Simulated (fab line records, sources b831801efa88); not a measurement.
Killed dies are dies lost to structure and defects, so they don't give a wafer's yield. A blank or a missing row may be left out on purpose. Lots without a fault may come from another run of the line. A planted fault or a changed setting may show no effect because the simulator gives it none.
Chamber matching | flow sky130 | SKY_VIA3_CMP_24 on cmp-02: 4 sister chambers
The step polishes, stops on SiO2, t overpolish 20 s, target thk 0 nm. 14 wafers are shown with their chamber, then 6 later ones without.

WAFERS WITH THEIR CHAMBER
wafer  | chamber | time_to_endpoint_s (s) | motor_current_A (A)
L409.3 | 0       | 98                     | 10.0
L409.4 | 1       | 97                     | 10.5
L409.6 | 0       | 97                     | 9.6
L410.4 | 0       | 97                     | 10.5
L410.5 | 1       | 93                     | 11.2
L410.6 | 0       | 96                     | 9.5
L411.1 | 0       | 99                     | 10.2
L411.3 | 3       | 91                     | 10.2
L411.4 | 1       | 99                     | 11.0
L416.3 | 1       | 90                     | 10.9
L416.5 | 2       | 92                     | 10.4
L426.1 | 0       | 98                     | 9.8
L426.4 | 1       | 93                     | 10.4
L426.5 | 0       | 97                     | 10.1

SIGNATURES (means of the wafers above)
reading            | chamber 0 | chamber 1 | chamber 2 | chamber 3 | scatter within a chamber
time_to_endpoint_s | 97.43     | 94.40     | 92.00     | 91.00     | 2.39
motor_current_A    | 9.957     | 10.800    | 10.400    | 10.200    | 0.346
Rule: a wafer's distance from a chamber is the root of the sum, over the readings, of the square of ((its reading less the chamber's mean) divided by the reading's scatter). The wafer belongs to the nearest chamber; if the next one is less than 2 further off, it can't be placed. The scatter: the root of (the sum of the squares of (reading less its chamber's mean) over the shown wafers, divided by (wafers less chambers)).

WAFERS WITHOUT THEIR CHAMBER
wafer  | time_to_endpoint_s (s) | motor_current_A (A)
L427.2 | 86                     | 10.9
L427.3 | 90                     | 9.8
L427.6 | 92                     | 10.8
L428.2 | 94                     | 10.3
L428.3 | 97                     | 9.7
L428.6 | 92                     | 10.4

WHICH CHAMBER EACH WENT THROUGH
wafer  | from the rows above               | in truth
L427.2 | can't be placed: 2 or 3 or 1      | 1
L427.3 | can't be placed: 3 or 2 or 0      | 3
L427.6 | can't be placed: 1 or 2 or 3      | 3
L428.2 | can't be placed: 2 or 3 or 1 or 0 | 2
L428.3 | 0                                 | 0
L428.6 | can't be placed: 2 or 3 or 1      | 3
Placed correctly: 1 of 6. Can't be placed from these rows: 5 (the true chamber is among the candidates in 5). Placed wrongly: 0.
